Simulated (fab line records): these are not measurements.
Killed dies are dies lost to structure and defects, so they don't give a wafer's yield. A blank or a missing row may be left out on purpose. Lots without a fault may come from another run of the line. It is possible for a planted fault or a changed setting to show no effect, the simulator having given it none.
The tool behind it: which one? / flow gf180mcu / 24 lots, 72 wafers sampled, at 6 steps of a route of 602

## WHAT EACH GAUGE READ, for each wafer
GF_CONTACT_CD_MEAS_14: the cd target is 220 nm. Usual: cd_nm at 219.9 nm, with a standard deviation of 1.5.
lot=L074; measured=day 16 01:56; on=cd_sem-01; cd_nm (nm)=221.3 222.3 221.5; flag=
lot=L075; measured=day 16 13:17; on=cd_sem-02; cd_nm (nm)=217.9 219.1 218.2; flag=
lot=L076; measured=day 16 22:19; on=cd_sem-02; cd_nm (nm)=221.5 220.6 220.1; flag=
lot=L077; measured=day 17 12:02; on=cd_sem-02; cd_nm (nm)=221.3 221.1 220.7; flag=
lot=L078; measured=day 17 23:07; on=cd_sem-02; cd_nm (nm)=222.6 222.4 222.9; flag=
lot=L079; measured=day 18 05:51; on=cd_sem-01; cd_nm (nm)=220.8 220.5 221.1; flag=
lot=L080; measured=day 18 20:07; on=cd_sem-02; cd_nm (nm)=219.3 218.7 219.0; flag=
lot=L081; measured=day 18 21:30; on=cd_sem-02; cd_nm (nm)=220.1 219.4 218.8; flag=
lot=L082; measured=day 19 12:11; on=cd_sem-02; cd_nm (nm)=221.4 219.6 220.8; flag=
lot=L083; measured=day 19 17:55; on=cd_sem-02; cd_nm (nm)=221.4 221.2 221.6; flag=
lot=L084; measured=day 20 02:51; on=cd_sem-01; cd_nm (nm)=218.8 218.1 217.8; flag=
lot=L085; measured=day 20 11:36; on=cd_sem-02; cd_nm (nm)=218.4 218.9 218.5; flag=
lot=L086; measured=day 20 23:34; on=cd_sem-01; cd_nm (nm)=221.3 222.1 221.1; flag=
lot=L087; measured=day 21 02:52; on=cd_sem-01; cd_nm (nm)=217.7 218.8 219.4; flag=
lot=L088; measured=day 21 11:17; on=cd_sem-02; cd_nm (nm)=217.4 218.2 218.6; flag=
lot=L089; measured=day 21 20:28; on=cd_sem-01; cd_nm (nm)=220.1 220.0 220.1; flag=
lot=L090; measured=day 22 05:46; on=cd_sem-01; cd_nm (nm)=219.6 219.5 219.2; flag=
lot=L091; measured=day 22 14:04; on=cd_sem-01; cd_nm (nm)=220.1 222.4 222.4; flag=
lot=L092; measured=day 22 23:17; on=cd_sem-01; cd_nm (nm)=220.6 220.1 219.6; flag=
lot=L093; measured=day 23 06:43; on=cd_sem-02; cd_nm (nm)=218.9 217.4 217.5; flag=
lot=L094; measured=day 23 11:40; on=cd_sem-01; cd_nm (nm)=220.4 218.9 220.7; flag=
lot=L095; measured=day 23 21:41; on=cd_sem-01; cd_nm (nm)=221.8 219.9 221.0; flag=
lot=L096; measured=day 24 04:20; on=cd_sem-01; cd_nm (nm)=218.6 219.4 220.2; flag=
lot=L097; measured=day 24 13:36; on=cd_sem-02; cd_nm (nm)=220.8 219.7 221.5; flag=

GF_M5_OVL_MEAS_08. Usual: M5_OVL typically reads 8 nm, with standard deviation 6.3.
lot=L074; measured=day 26 07:59; on=overlay-02; M5_OVL (nm)=16 21 16; flag=
lot=L075; measured=day 26 20:26; on=overlay-01; M5_OVL (nm)=9 1 5; flag=
lot=L076; measured=day 27 04:41; on=overlay-02; M5_OVL (nm)=24 14 18; flag=
lot=L077; measured=day 27 14:23; on=overlay-02; M5_OVL (nm)=4 7 7; flag=
lot=L078; measured=day 28 02:53; on=overlay-02; M5_OVL (nm)=10 10 9; flag=
lot=L079; measured=day 28 07:28; on=overlay-01; M5_OVL (nm)=10 13 11; flag=
lot=L080; measured=day 28 17:17; on=overlay-01; M5_OVL (nm)=3 10 6; flag=
lot=L081; measured=day 28 18:20; on=overlay-01; M5_OVL (nm)=7 10 13; flag=
lot=L082; measured=day 29 06:26; on=overlay-02; M5_OVL (nm)=9 11 6; flag=
lot=L083; measured=day 29 10:53; on=overlay-02; M5_OVL (nm)=4 4 5; flag=
lot=L084; measured=day 29 18:14; on=overlay-01; M5_OVL (nm)=12 12 13; flag=
lot=L085; measured=day 30 03:17; on=overlay-01; M5_OVL (nm)=10 0 8; flag=
lot=L086; measured=day 30 11:20; on=overlay-01; M5_OVL (nm)=14 12 9; flag=
lot=L087; measured=day 30 13:01; on=overlay-02; M5_OVL (nm)=5 8 0; flag=
lot=L088; measured=day 30 21:11; on=overlay-02; M5_OVL (nm)=5 7 3; flag=
lot=L089; measured=day 31 02:40; on=overlay-02; M5_OVL (nm)=-3 -5 -8; flag=
lot=L090; measured=day 31 10:20; on=overlay-02; M5_OVL (nm)=-2 4 3; flag=
lot=L091; measured=day 31 15:17; on=overlay-01; M5_OVL (nm)=18 13 11; flag=
lot=L092; measured=day 31 22:38; on=overlay-02; M5_OVL (nm)=-1 0 3; flag=
lot=L093; measured=day 32 05:08; on=overlay-01; M5_OVL (nm)=-3 -1 10; flag=
lot=L094; measured=day 32 06:26; on=overlay-01; M5_OVL (nm)=18 12 19; flag=
lot=L095; measured=day 32 15:15; on=overlay-01; M5_OVL (nm)=9 9 9; flag=
lot=L096; measured=day 32 21:31; on=overlay-02; M5_OVL (nm)=5 8 11; flag=
lot=L097; measured=day 33 03:56; on=overlay-01; M5_OVL (nm)=4 1 -1; flag=

## EACH LOT AND THE TOOL THAT RAN IT (in order: tool; ch and the chambers of the sampled wafers; start)
lot=L074; GF_SAB_STRIP_13=plasma_asher-03 ch 0,1, day 15 02:46; GF_CONTACT_SPUTTER_23=pvd_sputter-02, day 16 02:36; GF_V1_CMP_04=cmp-02 ch 1,2,3, day 17 02:38; GF_M2_SPUTTER_01=pvd_sputter-01, day 18 04:28
lot=L075; GF_SAB_STRIP_13=plasma_asher-04 ch 0,1, day 15 13:19; GF_CONTACT_SPUTTER_23=pvd_sputter-02, day 16 13:57; GF_V1_CMP_04=cmp-02 ch 0,1,3, day 17 15:21; GF_M2_SPUTTER_01=pvd_sputter-01, day 18 17:11
lot=L076; GF_SAB_STRIP_13=plasma_asher-03 ch 0,1, day 15 23:04; GF_CONTACT_SPUTTER_23=pvd_sputter-02, day 16 22:59; GF_V1_CMP_04=cmp-02 ch 0,1, day 18 00:50; GF_M2_SPUTTER_01=pvd_sputter-03, day 19 03:38
lot=L077; GF_SAB_STRIP_13=plasma_asher-02 ch 0,1, day 16 12:05; GF_CONTACT_SPUTTER_23=pvd_sputter-04, day 17 12:41; GF_V1_CMP_04=cmp-01 ch 1,2,3, day 18 14:05; GF_M2_SPUTTER_01=pvd_sputter-01, day 19 16:50
lot=L078; GF_SAB_STRIP_13=plasma_asher-02 ch 0,1, day 16 22:16; GF_CONTACT_SPUTTER_23=pvd_sputter-04, day 17 23:49; GF_V1_CMP_04=cmp-01 ch 0,1,2, day 19 02:10; GF_M2_SPUTTER_01=pvd_sputter-04, day 20 04:56
lot=L079; GF_SAB_STRIP_13=plasma_asher-02 ch 0,1, day 17 04:52; GF_CONTACT_SPUTTER_23=pvd_sputter-04, day 18 06:34; GF_V1_CMP_04=cmp-01 ch 0,2,3, day 19 08:47; GF_M2_SPUTTER_01=pvd_sputter-04, day 20 10:59
lot=L080; GF_SAB_STRIP_13=plasma_asher-04 ch 0,1, day 17 18:19; GF_CONTACT_SPUTTER_23=pvd_sputter-01, day 18 20:47; GF_V1_CMP_04=cmp-01 ch 0,1, day 20 00:29; GF_M2_SPUTTER_01=pvd_sputter-03, day 21 03:11
lot=L081; GF_SAB_STRIP_13=plasma_asher-03 ch 0,1, day 17 20:12; GF_CONTACT_SPUTTER_23=pvd_sputter-01, day 18 22:11; GF_V1_CMP_04=cmp-02 ch 0,1,2, day 20 01:05; GF_M2_SPUTTER_01=pvd_sputter-01, day 21 03:31
lot=L082; GF_SAB_STRIP_13=plasma_asher-03 ch 0,1, day 18 10:37; GF_CONTACT_SPUTTER_23=pvd_sputter-04, day 19 12:56; GF_V1_CMP_04=cmp-01 ch 0,2, day 20 15:19; GF_M2_SPUTTER_01=pvd_sputter-01, day 21 17:22
lot=L083; GF_SAB_STRIP_13=plasma_asher-03 ch 0,1, day 18 16:09; GF_CONTACT_SPUTTER_23=pvd_sputter-02, day 19 18:42; GF_V1_CMP_04=cmp-01 ch 1,3, day 20 20:37; GF_M2_SPUTTER_01=pvd_sputter-04, day 21 22:58
lot=L084; GF_SAB_STRIP_13=plasma_asher-02 ch 0,1, day 19 00:43; GF_CONTACT_SPUTTER_23=pvd_sputter-02, day 20 03:32; GF_V1_CMP_04=cmp-02 ch 1,2,3, day 21 05:32; GF_M2_SPUTTER_01=pvd_sputter-03, day 22 07:22
lot=L085; GF_SAB_STRIP_13=plasma_asher-02 ch 0,1, day 19 09:49; GF_CONTACT_SPUTTER_23=pvd_sputter-02, day 20 12:17; GF_V1_CMP_04=cmp-01 ch 0,2,3, day 21 15:13; GF_M2_SPUTTER_01=pvd_sputter-01, day 22 16:16
lot=L086; GF_SAB_STRIP_13=plasma_asher-02 ch 0,1, day 19 21:43; GF_CONTACT_SPUTTER_23=pvd_sputter-02, day 21 00:13; GF_V1_CMP_04=cmp-01 ch 0,1, day 22 02:21; GF_M2_SPUTTER_01=pvd_sputter-04, day 23 04:01
lot=L087; GF_SAB_STRIP_13=plasma_asher-03 ch 0,1, day 20 01:10; GF_CONTACT_SPUTTER_23=pvd_sputter-02, day 21 03:32; GF_V1_CMP_04=cmp-02 ch 0,2,3, day 22 05:05; GF_M2_SPUTTER_01=pvd_sputter-01, day 23 06:10
lot=L088; GF_SAB_STRIP_13=plasma_asher-02 ch 0,1, day 20 09:27; GF_CONTACT_SPUTTER_23=pvd_sputter-04, day 21 11:58; GF_V1_CMP_04=cmp-02 ch 0,2,3, day 22 14:05; GF_M2_SPUTTER_01=pvd_sputter-01, day 23 15:10
lot=L089; GF_SAB_STRIP_13=plasma_asher-03 ch 0,1, day 20 19:07; GF_CONTACT_SPUTTER_23=pvd_sputter-01, day 21 21:08; GF_V1_CMP_04=cmp-02 ch 0,3, day 22 22:11; GF_M2_SPUTTER_01=pvd_sputter-01, day 23 23:07
lot=L090; GF_SAB_STRIP_13=plasma_asher-02 ch 0,1, day 21 04:33; GF_CONTACT_SPUTTER_23=pvd_sputter-02, day 22 06:25; GF_V1_CMP_04=cmp-02 ch 1,2, day 23 07:31; GF_M2_SPUTTER_01=pvd_sputter-03, day 24 08:27
lot=L091; GF_SAB_STRIP_13=plasma_asher-04 ch 0,1, day 21 12:49; GF_CONTACT_SPUTTER_23=pvd_sputter-04, day 22 14:44; GF_V1_CMP_04=cmp-01 ch 1,2,3, day 23 15:32; GF_M2_SPUTTER_01=pvd_sputter-03, day 24 16:07
lot=L092; GF_SAB_STRIP_13=plasma_asher-02 ch 0,1, day 21 22:17; GF_CONTACT_SPUTTER_23=pvd_sputter-02, day 22 23:55; GF_V1_CMP_04=cmp-01 ch 2,3, day 23 23:59; GF_M2_SPUTTER_01=pvd_sputter-03, day 25 00:29
lot=L093; GF_SAB_STRIP_13=plasma_asher-04 ch 0,1, day 22 06:21; GF_CONTACT_SPUTTER_23=pvd_sputter-02, day 23 07:23; GF_V1_CMP_04=cmp-01 ch 0,1,2, day 24 08:24; GF_M2_SPUTTER_01=pvd_sputter-01, day 25 08:31
lot=L094; GF_SAB_STRIP_13=plasma_asher-02 ch 0,1, day 22 11:44; GF_CONTACT_SPUTTER_23=pvd_sputter-02, day 23 12:16; GF_V1_CMP_04=cmp-02 ch 0,1,2, day 24 12:09; GF_M2_SPUTTER_01=pvd_sputter-03, day 25 11:23
lot=L095; GF_SAB_STRIP_13=plasma_asher-03 ch 0,1, day 22 21:41; GF_CONTACT_SPUTTER_23=pvd_sputter-02, day 23 22:19; GF_V1_CMP_04=cmp-02 ch 0,1,2, day 24 22:13; GF_M2_SPUTTER_01=pvd_sputter-04, day 25 21:22
lot=L096; GF_SAB_STRIP_13=plasma_asher-02 ch 0,1, day 23 04:23; GF_CONTACT_SPUTTER_23=pvd_sputter-04, day 24 05:01; GF_V1_CMP_04=cmp-02 ch 0,1, day 25 05:00; GF_M2_SPUTTER_01=pvd_sputter-01, day 26 04:19
lot=L097; GF_SAB_STRIP_13=plasma_asher-04 ch 0,1, day 23 13:52; GF_CONTACT_SPUTTER_23=pvd_sputter-02, day 24 14:16; GF_V1_CMP_04=cmp-02 ch 0,2,3, day 25 13:41; GF_M2_SPUTTER_01=pvd_sputter-03, day 26 13:14
- GF_SAB_STRIP_13: strips in O2/N2.
- GF_CONTACT_SPUTTER_23: material TiN, target thk 10 nm, time 40 s.
- GF_V1_CMP_04: polishes SiO2.
- GF_M2_SPUTTER_01: material TiN, target thk 30 nm, time 25 s.

## AS READ BY THE TOOLS THEMSELVES (means over the sampled wafers that have a number; for cases with no such wafer, the mark the record gives instead)
GF_SAB_STRIP_13. Usual: drypump_motor_current_A 6.0 A, standard deviation 0.35; heater_power_w 330 W, standard deviation 38; oes_product_au 0.710 a.u., standard deviation 0.0047; platen_temp_c 249.96 C, standard deviation 0.16; strip_time_to_endpoint_s 12.622 s, standard deviation 0.028.
lot=L074; tool=plasma_asher-03; drypump_motor_current_A (A)=5.9; heater_power_w (W)=282; oes_product_au (a.u.)=0.712; platen_temp_c (C)=249.84; strip_time_to_endpoint_s (s)=12.608; flag=
lot=L075; tool=plasma_asher-04; drypump_motor_current_A (A)=5.6; heater_power_w (W)=330; oes_product_au (a.u.)=0.709; platen_temp_c (C)=249.82; strip_time_to_endpoint_s (s)=12.604; flag=
lot=L076; tool=plasma_asher-03; drypump_motor_current_A (A)=5.9; heater_power_w (W)=298; oes_product_au (a.u.)=0.712; platen_temp_c (C)=250.15; strip_time_to_endpoint_s (s)=12.648; flag=
lot=L077; tool=plasma_asher-02; drypump_motor_current_A (A)=6.1; heater_power_w (W)=362; oes_product_au (a.u.)=0.710; platen_temp_c (C)=249.98; strip_time_to_endpoint_s (s)=12.648; flag=
lot=L078; tool=plasma_asher-02; drypump_motor_current_A (A)=6.1; heater_power_w (W)=365; oes_product_au (a.u.)=0.708; platen_temp_c (C)=249.97; strip_time_to_endpoint_s (s)=12.619; flag=
lot=L079; tool=plasma_asher-02; drypump_motor_current_A (A)=6.1; heater_power_w (W)=359; oes_product_au (a.u.)=0.712; platen_temp_c (C)=250.11; strip_time_to_endpoint_s (s)=12.596; flag=
lot=L080; tool=plasma_asher-04; drypump_motor_current_A (A)=6.1; heater_power_w (W)=343; oes_product_au (a.u.)=0.706; platen_temp_c (C)=250.05; strip_time_to_endpoint_s (s)=12.624; flag=
lot=L081; tool=plasma_asher-03; drypump_motor_current_A (A)=5.9; heater_power_w (W)=299; oes_product_au (a.u.)=0.712; platen_temp_c (C)=249.85; strip_time_to_endpoint_s (s)=12.637; flag=
lot=L082; tool=plasma_asher-03; drypump_motor_current_A (A)=5.9; heater_power_w (W)=302; oes_product_au (a.u.)=0.708; platen_temp_c (C)=250.12; strip_time_to_endpoint_s (s)=12.604; flag=
lot=L083; tool=plasma_asher-03; drypump_motor_current_A (A)=5.9; heater_power_w (W)=282; oes_product_au (a.u.)=0.708; platen_temp_c (C)=249.80; strip_time_to_endpoint_s (s)=12.652; flag=
lot=L084; tool=plasma_asher-02; drypump_motor_current_A (A)=6.1; heater_power_w (W)=350; oes_product_au (a.u.)=0.712; platen_temp_c (C)=249.99; strip_time_to_endpoint_s (s)=12.622; flag=
lot=L085; tool=plasma_asher-02; drypump_motor_current_A (A)=6.1; heater_power_w (W)=352; oes_product_au (a.u.)=0.711; platen_temp_c (C)=250.20; strip_time_to_endpoint_s (s)=12.632; flag=
lot=L086; tool=plasma_asher-02; drypump_motor_current_A (A)=6.1; heater_power_w (W)=367; oes_product_au (a.u.)=0.709; platen_temp_c (C)=250.06; strip_time_to_endpoint_s (s)=12.613; flag=
lot=L087; tool=plasma_asher-03; drypump_motor_current_A (A)=5.9; heater_power_w (W)=281; oes_product_au (a.u.)=0.708; platen_temp_c (C)=249.82; strip_time_to_endpoint_s (s)=12.648; flag=
lot=L088; tool=plasma_asher-02; drypump_motor_current_A (A)=6.1; heater_power_w (W)=359; oes_product_au (a.u.)=0.708; platen_temp_c (C)=250.05; strip_time_to_endpoint_s (s)=12.601; flag=
lot=L089; tool=plasma_asher-03; drypump_motor_current_A (A)=5.9; heater_power_w (W)=304; oes_product_au (a.u.)=0.713; platen_temp_c (C)=249.91; strip_time_to_endpoint_s (s)=12.600; flag=
lot=L090; tool=plasma_asher-02; drypump_motor_current_A (A)=6.1; heater_power_w (W)=361; oes_product_au (a.u.)=0.714; platen_temp_c (C)=250.02; strip_time_to_endpoint_s (s)=12.636; flag=
lot=L091; tool=plasma_asher-04; drypump_motor_current_A (A)=6.1; heater_power_w (W)=336; oes_product_au (a.u.)=0.704; platen_temp_c (C)=249.95; strip_time_to_endpoint_s (s)=12.636; flag=
lot=L092; tool=plasma_asher-02; drypump_motor_current_A (A)=6.1; heater_power_w (W)=347; oes_product_au (a.u.)=0.711; platen_temp_c (C)=249.90; strip_time_to_endpoint_s (s)=12.605; flag=
lot=L093; tool=plasma_asher-04; drypump_motor_current_A (A)=6.1; heater_power_w (W)=347; oes_product_au (a.u.)=0.710; platen_temp_c (C)=249.90; strip_time_to_endpoint_s (s)=12.579; flag=
lot=L094; tool=plasma_asher-02; drypump_motor_current_A (A)=6.1; heater_power_w (W)=366; oes_product_au (a.u.)=0.713; platen_temp_c (C)=250.05; strip_time_to_endpoint_s (s)=12.600; flag=
lot=L095; tool=plasma_asher-03; drypump_motor_current_A (A)=6.0; heater_power_w (W)=299; oes_product_au (a.u.)=0.709; platen_temp_c (C)=249.79; strip_time_to_endpoint_s (s)=12.642; flag=
lot=L096; tool=plasma_asher-02; drypump_motor_current_A (A)=6.1; heater_power_w (W)=357; oes_product_au (a.u.)=0.705; platen_temp_c (C)=249.81; strip_time_to_endpoint_s (s)=12.656; flag=
lot=L097; tool=plasma_asher-04; drypump_motor_current_A (A)=6.1; heater_power_w (W)=342; oes_product_au (a.u.)=0.707; platen_temp_c (C)=249.74; strip_time_to_endpoint_s (s)=12.613; flag=

GF_CONTACT_SPUTTER_23. Usual: throttle_valve_pct at 30.6 %, with a standard deviation of 1.2.
lot=L074; tool=pvd_sputter-02; throttle_valve_pct (%)=30.8; flag=
lot=L075; tool=pvd_sputter-02; throttle_valve_pct (%)=30.9; flag=
lot=L076; tool=pvd_sputter-02; throttle_valve_pct (%)=31.5; flag=
lot=L077; tool=pvd_sputter-04; throttle_valve_pct (%)=30.7; flag=
lot=L078; tool=pvd_sputter-04; throttle_valve_pct (%)=30.6; flag=
lot=L079; tool=pvd_sputter-04; throttle_valve_pct (%)=30.6; flag=
lot=L080; tool=pvd_sputter-01; throttle_valve_pct (%)=30.6; flag=
lot=L081; tool=pvd_sputter-01; throttle_valve_pct (%)=30.4; flag=
lot=L082; tool=pvd_sputter-04; throttle_valve_pct (%)=30.5; flag=
lot=L083; tool=pvd_sputter-02; throttle_valve_pct (%)=31.7; flag=
lot=L084; tool=pvd_sputter-02; throttle_valve_pct (%)=30.8; flag=
lot=L085; tool=pvd_sputter-02; throttle_valve_pct (%)=30.7; flag=
lot=L086; tool=pvd_sputter-02; throttle_valve_pct (%)=30.7; flag=
lot=L087; tool=pvd_sputter-02; throttle_valve_pct (%)=30.0; flag=
lot=L088; tool=pvd_sputter-04; throttle_valve_pct (%)=30.6; flag=
lot=L089; tool=pvd_sputter-01; throttle_valve_pct (%)=30.3; flag=
lot=L090; tool=pvd_sputter-02; throttle_valve_pct (%)=30.8; flag=
lot=L091; tool=pvd_sputter-04; throttle_valve_pct (%)=30.6; flag=
lot=L092; tool=pvd_sputter-02; throttle_valve_pct (%)=30.6; flag=
lot=L093; tool=pvd_sputter-02; throttle_valve_pct (%)=31.3; flag=
lot=L094; tool=pvd_sputter-02; throttle_valve_pct (%)=30.9; flag=
lot=L095; tool=pvd_sputter-02; throttle_valve_pct (%)=29.3; flag=
lot=L096; tool=pvd_sputter-04; throttle_valve_pct (%)=30.3; flag=
lot=L097; tool=pvd_sputter-02; throttle_valve_pct (%)=31.5; flag=

GF_V1_CMP_04. Usual: edge_zone_pressure_frac 0.999, standard deviation 0.0052; motor_current_A 12.3 A, standard deviation 1.2; platen_rpm 60.00 rpm, standard deviation 0.049; time_to_endpoint_s 81 s, standard deviation 7.3.
lot=L074; tool=cmp-02; edge_zone_pressure_frac=0.998; motor_current_A (A)=12.3; platen_rpm (rpm)=60.00; time_to_endpoint_s (s)=82; flag=
lot=L075; tool=cmp-02; edge_zone_pressure_frac=1.002; motor_current_A (A)=13.1; platen_rpm (rpm)=60.02; time_to_endpoint_s (s)=81; flag=
lot=L076; tool=cmp-02; edge_zone_pressure_frac=0.997; motor_current_A (A)=13.2; platen_rpm (rpm)=60.01; time_to_endpoint_s (s)=85; flag=
lot=L077; tool=cmp-01; edge_zone_pressure_frac=0.999; motor_current_A (A)=11.6; platen_rpm (rpm)=60.00; time_to_endpoint_s (s)=85; flag=
lot=L078; tool=cmp-01; edge_zone_pressure_frac=1.003; motor_current_A (A)=11.7; platen_rpm (rpm)=59.95; time_to_endpoint_s (s)=75; flag=
lot=L079; tool=cmp-01; edge_zone_pressure_frac=1.001; motor_current_A (A)=10.9; platen_rpm (rpm)=60.04; time_to_endpoint_s (s)=87; flag=
lot=L080; tool=cmp-01; edge_zone_pressure_frac=0.997; motor_current_A (A)=12.7; platen_rpm (rpm)=59.97; time_to_endpoint_s (s)=73; flag=
lot=L081; tool=cmp-02; edge_zone_pressure_frac=0.995; motor_current_A (A)=12.6; platen_rpm (rpm)=60.01; time_to_endpoint_s (s)=78; flag=
lot=L082; tool=cmp-01; edge_zone_pressure_frac=0.998; motor_current_A (A)=11.0; platen_rpm (rpm)=60.02; time_to_endpoint_s (s)=89; flag=
lot=L083; tool=cmp-01; edge_zone_pressure_frac=1.003; motor_current_A (A)=12.8; platen_rpm (rpm)=60.00; time_to_endpoint_s (s)=92; flag=
lot=L084; tool=cmp-02; edge_zone_pressure_frac=0.997; motor_current_A (A)=12.6; platen_rpm (rpm)=59.96; time_to_endpoint_s (s)=73; flag=
lot=L085; tool=cmp-01; edge_zone_pressure_frac=0.999; motor_current_A (A)=10.8; platen_rpm (rpm)=60.02; time_to_endpoint_s (s)=77; flag=
lot=L086; tool=cmp-01; edge_zone_pressure_frac=1.003; motor_current_A (A)=13.4; platen_rpm (rpm)=59.99; time_to_endpoint_s (s)=78; flag=
lot=L087; tool=cmp-02; edge_zone_pressure_frac=0.994; motor_current_A (A)=12.3; platen_rpm (rpm)=60.04; time_to_endpoint_s (s)=73; flag=
lot=L088; tool=cmp-02; edge_zone_pressure_frac=0.999; motor_current_A (A)=12.3; platen_rpm (rpm)=59.98; time_to_endpoint_s (s)=69; flag=
lot=L089; tool=cmp-02; edge_zone_pressure_frac=1.010; motor_current_A (A)=12.7; platen_rpm (rpm)=60.07; time_to_endpoint_s (s)=77; flag=
lot=L090; tool=cmp-02; edge_zone_pressure_frac=1.002; motor_current_A (A)=12.8; platen_rpm (rpm)=60.04; time_to_endpoint_s (s)=83; flag=
lot=L091; tool=cmp-01; edge_zone_pressure_frac=0.996; motor_current_A (A)=11.1; platen_rpm (rpm)=60.01; time_to_endpoint_s (s)=80; flag=
lot=L092; tool=cmp-01; edge_zone_pressure_frac=0.996; motor_current_A (A)=10.4; platen_rpm (rpm)=60.01; time_to_endpoint_s (s)=84; flag=
lot=L093; tool=cmp-01; edge_zone_pressure_frac=1.000; motor_current_A (A)=12.0; platen_rpm (rpm)=59.99; time_to_endpoint_s (s)=82; flag=
lot=L094; tool=cmp-02; edge_zone_pressure_frac=0.998; motor_current_A (A)=12.5; platen_rpm (rpm)=60.00; time_to_endpoint_s (s)=90; flag=
lot=L095; tool=cmp-02; edge_zone_pressure_frac=1.001; motor_current_A (A)=12.6; platen_rpm (rpm)=59.96; time_to_endpoint_s (s)=78; flag=
lot=L096; tool=cmp-02; edge_zone_pressure_frac=1.000; motor_current_A (A)=13.3; platen_rpm (rpm)=60.00; time_to_endpoint_s (s)=92; flag=
lot=L097; tool=cmp-02; edge_zone_pressure_frac=1.008; motor_current_A (A)=12.6; platen_rpm (rpm)=59.94; time_to_endpoint_s (s)=77; flag=

GF_M2_SPUTTER_01. Usual: throttle_valve_pct at 30.2 %, with a standard deviation of 0.59.
lot=L074; tool=pvd_sputter-01; throttle_valve_pct (%)=30.4; flag=
lot=L075; tool=pvd_sputter-01; throttle_valve_pct (%)=30.3; flag=
lot=L076; tool=pvd_sputter-03; throttle_valve_pct (%)=30.3; flag=
lot=L077; tool=pvd_sputter-01; throttle_valve_pct (%)=30.4; flag=
lot=L078; tool=pvd_sputter-04; throttle_valve_pct (%)=30.5; flag=
lot=L079; tool=pvd_sputter-04; throttle_valve_pct (%)=30.7; flag=
lot=L080; tool=pvd_sputter-03; throttle_valve_pct (%)=29.5; flag=
lot=L081; tool=pvd_sputter-01; throttle_valve_pct (%)=30.5; flag=
lot=L082; tool=pvd_sputter-01; throttle_valve_pct (%)=30.4; flag=
lot=L083; tool=pvd_sputter-04; throttle_valve_pct (%)=30.7; flag=
lot=L084; tool=pvd_sputter-03; throttle_valve_pct (%)=30.2; flag=
lot=L085; tool=pvd_sputter-01; throttle_valve_pct (%)=30.5; flag=
lot=L086; tool=pvd_sputter-04; throttle_valve_pct (%)=30.5; flag=
lot=L087; tool=pvd_sputter-01; throttle_valve_pct (%)=30.2; flag=
lot=L088; tool=pvd_sputter-01; throttle_valve_pct (%)=30.5; flag=
lot=L089; tool=pvd_sputter-01; throttle_valve_pct (%)=30.6; flag=
lot=L090; tool=pvd_sputter-03; throttle_valve_pct (%)=29.7; flag=
lot=L091; tool=pvd_sputter-03; throttle_valve_pct (%)=29.6; flag=
lot=L092; tool=pvd_sputter-03; throttle_valve_pct (%)=29.5; flag=
lot=L093; tool=pvd_sputter-01; throttle_valve_pct (%)=30.5; flag=
lot=L094; tool=pvd_sputter-03; throttle_valve_pct (%)=29.6; flag=
lot=L095; tool=pvd_sputter-04; throttle_valve_pct (%)=30.6; flag=
lot=L096; tool=pvd_sputter-01; throttle_valve_pct (%)=30.4; flag=
lot=L097; tool=pvd_sputter-03; throttle_valve_pct (%)=30.0; flag=

## THE ANSWER, worked out from the rows above alone
Rule: a lot is off if the mean of its wafers that have a number lies more than 3 standard deviations from the usual mean. A lot without any number at a reading at which 4 lots or more have one is off too. The other lots that the step has rows for count as sound. Order of review: gauges by route order, followed by the tools' own readings, for which a lot's mean as printed above is used. The first step at which some lot is off is used, and at that step the reading that is off furthest; a lot without a number counts as furthest.
Nothing can be told from this: no lot is off at any reading shown.

## WHAT WAS PUT IN BY THE SIMULATOR
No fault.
